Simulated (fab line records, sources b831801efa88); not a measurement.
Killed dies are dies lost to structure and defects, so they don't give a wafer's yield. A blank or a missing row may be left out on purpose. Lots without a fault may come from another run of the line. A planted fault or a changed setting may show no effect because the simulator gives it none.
Which tool did it? | flow sky130 | 12 lots, 36 wafers sampled, at 1 step of a route of 708

WHAT THE GAUGES READ, wafer by wafer
SKY_FIELD_ISO_THK_MEAS_04.
lot  | measured    | on            | FIELD_ISO_CVD_03_THK (nm)
L075 | day 1 18:35 | film_metro-04 | 163.6 165.0 163.1
L077 | day 2 05:16 | film_metro-04 | 164.2 164.8 164.5
L079 | day 2 18:08 | film_metro-02 | 164.4 164.6 163.2
L081 | day 3 01:56 | film_metro-04 | 166.7 167.1 167.5
L083 | day 3 12:12 | film_metro-04 | 164.9 164.3 164.7
L085 | day 3 23:27 | film_metro-04 | 164.4 163.3 164.3
L087 | day 4 07:41 | film_metro-04 | 167.6 167.3 167.2
L089 | day 4 16:50 | film_metro-04 | 168.7 168.6 167.9
L091 | day 5 04:19 | film_metro-04 | 165.1 165.2 165.1
L093 | day 5 15:13 | film_metro-02 | 167.7 167.9 167.5
L095 | day 5 22:30 | film_metro-02 | 163.3 163.3 163.3
L097 | day 6 09:55 | film_metro-04 | 166.1 166.7 165.1

WHICH TOOL RAN EACH LOT (tool, then ch and the chambers of the sampled wafers, then the start)
The record holds no process step before these readings.

THE ANSWER, worked out from the rows above alone
Rule: what is usual is taken from the lots themselves. Put in order of their means at a reading, lots are off if they are a third of the lots or fewer, leave a main group of 4 or more, and stand apart from it by a gap of 3 or more times the standard deviation of the main group's means; of several such gaps the widest counts. A main group whose means are all the same, to the digits that the tables above print for the reading, isn't used. A lot without any number at a reading at which 4 lots or more have one is off too. The other lots that the step has rows for count as sound.
No lot is off at any reading shown: from this, nothing can be told.

WHAT THE SIMULATOR HAD PUT IN
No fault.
